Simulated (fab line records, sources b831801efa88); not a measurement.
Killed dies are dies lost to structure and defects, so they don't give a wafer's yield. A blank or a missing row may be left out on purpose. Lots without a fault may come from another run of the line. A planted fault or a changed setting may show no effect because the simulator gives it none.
Which tool did it? | flow sky130 | 15 lots, 45 wafers sampled, at 4 steps of a route of 708

WHAT THE GAUGES READ, wafer by wafer
SKY_VIA2_THK_MEAS_01.
lot  | measured     | on            | VIA2_HDPCVD_THK (nm)
L164 | day 35 15:03 | film_metro-03 | 1177 1184 1181
L166 | day 36 03:47 | film_metro-04 | 1159 1157 1164
L167 | day 36 10:19 | film_metro-01 | 1172 1178 1179
L169 | day 38 04:42 | film_metro-01 | 1171 1173 1165
L172 | day 39 10:08 | film_metro-04 | 1159 1164 1165
L175 | day 40 01:01 | film_metro-03 | 1163 1159 1179
L174 | day 40 07:39 | film_metro-04 | 1166 1170 1186
L176 | day 40 12:10 | film_metro-04 | 1174 1173 1169
L177 | day 40 15:26 | film_metro-04 | 1186 1191 1186
L181 | day 41 03:31 | film_metro-03 | 1196 1190 1175
L180 | day 41 08:13 | film_metro-04 | 1196 1202 1187
L183 | day 41 14:10 | film_metro-04 | 1159 1171 1174
L182 | day 41 17:40 | film_metro-04 | 1185 1176 1199
L185 | day 41 20:44 | film_metro-04 | 1174 1164 1190
L186 | day 42 06:04 | film_metro-01 | 1180 1175 1170

SKY_VIA2_CD_MEAS_12: target cd 200 nm.
lot  | measured     | on        | cd_nm (nm)
L164 | day 36 18:07 | cd_sem-01 | 199.2 200.1 198.7
L166 | day 37 07:19 | cd_sem-02 | 201.9 201.9 202.1
L167 | day 37 13:07 | cd_sem-01 | 201.0 200.0 201.3
L169 | day 39 06:49 | cd_sem-01 | 198.5 201.1 200.2
L172 | day 40 11:22 | cd_sem-02 | 200.9 201.9 200.9
L175 | day 41 01:29 | cd_sem-01 | 200.2 202.1 201.5
L174 | day 41 08:25 | cd_sem-01 | - - -
L176 | day 41 12:50 | cd_sem-01 | - - -
L177 | day 41 15:34 | cd_sem-02 | - - -
L181 | day 42 03:14 | cd_sem-01 | 199.6 198.4 197.9
L180 | day 42 07:53 | cd_sem-01 | 199.6 199.2 200.3
L183 | day 42 14:26 | cd_sem-01 | 199.8 199.3 198.6
L182 | day 42 17:18 | cd_sem-02 | 201.8 201.6 201.0
L185 | day 42 20:35 | cd_sem-02 | 198.8 200.2 198.8
L186 | day 43 05:46 | cd_sem-01 | 201.2 201.0 200.7

WHICH TOOL RAN EACH LOT (tool, then ch and the chambers of the sampled wafers, then the start)
lot  | SKY_METAL2_SPUTTER_00        | SKY_VIA2_PEB_10
L164 | pvd_sputter-02, day 34 11:17 | litho_track-02 ch 0, day 36 17:00
L166 | pvd_sputter-02, day 35 00:02 | litho_track-03 ch 0, day 37 06:00
L167 | pvd_sputter-02, day 35 06:29 | litho_track-02 ch 0, day 37 12:00
L169 | pvd_sputter-01, day 37 00:50 | litho_track-01 ch 0, day 39 06:00
L172 | pvd_sputter-04, day 38 07:20 | litho_track-03 ch 0, day 40 11:00
L175 | pvd_sputter-02, day 38 22:56 | litho_track-01 ch 0, day 41 01:00
L174 | pvd_sputter-01, day 39 05:52 | litho_track-02, day 41 08:00
L176 | pvd_sputter-02, day 39 08:40 | litho_track-03, day 41 12:00
L177 | pvd_sputter-02, day 39 13:54 | litho_track-02, day 41 15:00
L181 | pvd_sputter-01, day 40 02:45 | litho_track-03 ch 0, day 42 02:00
L180 | pvd_sputter-04, day 40 06:20 | litho_track-03 ch 0, day 42 07:00
L183 | pvd_sputter-01, day 40 13:10 | litho_track-02 ch 0, day 42 14:00
L182 | pvd_sputter-01, day 40 16:34 | litho_track-03 ch 0, day 42 16:00
L185 | pvd_sputter-01, day 40 19:44 | litho_track-01 ch 0, day 42 20:00
L186 | pvd_sputter-02, day 41 04:47 | litho_track-03 ch 0, day 43 05:00
- SKY_METAL2_SPUTTER_00: material Ti, target thk 15 nm, time 10 s.
- SKY_VIA2_PEB_10

WHAT THE TOOLS THEMSELVES READ (means of the sampled wafers that have a number; where no wafer has one, the mark that the record gives instead)
SKY_METAL2_SPUTTER_00.
lot  | tool           | throttle_valve_pct (%)
L164 | pvd_sputter-02 | 29.9
L166 | pvd_sputter-02 | 29.4
L167 | pvd_sputter-02 | 30.2
L169 | pvd_sputter-01 | 29.2
L172 | pvd_sputter-04 | 30.9
L175 | pvd_sputter-02 | 30.3
L174 | pvd_sputter-01 | 29.2
L176 | pvd_sputter-02 | 29.7
L177 | pvd_sputter-02 | 30.0
L181 | pvd_sputter-01 | 29.4
L180 | pvd_sputter-04 | 30.9
L183 | pvd_sputter-01 | 29.4
L182 | pvd_sputter-01 | 30.3
L185 | pvd_sputter-01 | 29.9
L186 | pvd_sputter-02 | 29.8

SKY_VIA2_PEB_10.
lot  | tool           | exhaust_pa (Pa)
L164 | litho_track-02 | 45.2
L166 | litho_track-03 | 44.6
L167 | litho_track-02 | 45.7
L169 | litho_track-01 | 45.4
L172 | litho_track-03 | 45.0
L175 | litho_track-01 | 45.5
L174 | litho_track-02 | -
L176 | litho_track-03 | -
L177 | litho_track-02 | -
L181 | litho_track-03 | 44.8
L180 | litho_track-03 | 45.3
L183 | litho_track-02 | 45.6
L182 | litho_track-03 | 46.5
L185 | litho_track-01 | 45.2
L186 | litho_track-03 | 45.6

THE ANSWER, worked out from the rows above alone
Rule: what is usual is taken from the lots themselves. Put in order of their means at a reading, lots are off if they are a third of the lots or fewer, leave a main group of 4 or more, and stand apart from it by a gap of 3 or more times the standard deviation of the main group's means; of several such gaps the widest counts. A main group whose means are all the same, to the digits that the tables above print for the reading, isn't used. A lot without any number at a reading at which 4 lots or more have one is off too. The other lots that the step has rows for count as sound. The gauges are gone through in route order, then the tools' own readings, and for those a lot's mean is taken as printed above. The first step at which some lot is off is used, and at that step the reading that is off furthest; a lot without a number counts as furthest.
Off: L174, L176, L177, at SKY_VIA2_CD_MEAS_12 (cd_nm). Without a number there: L174, L176, L177. The main group: mean 200.3 nm, standard deviation 1.
A tool fits if, at a process step before that reading, it ran every lot that is off, and no sound lot after the first of them. The gauges at SKY_VIA2_CD_MEAS_12 aren't tried: what is off there is off at SKY_VIA2_PEB_10 too, on other tools, and a gauge's error can't cause that. None of those tried fits.

WHAT THE SIMULATOR HAD PUT IN
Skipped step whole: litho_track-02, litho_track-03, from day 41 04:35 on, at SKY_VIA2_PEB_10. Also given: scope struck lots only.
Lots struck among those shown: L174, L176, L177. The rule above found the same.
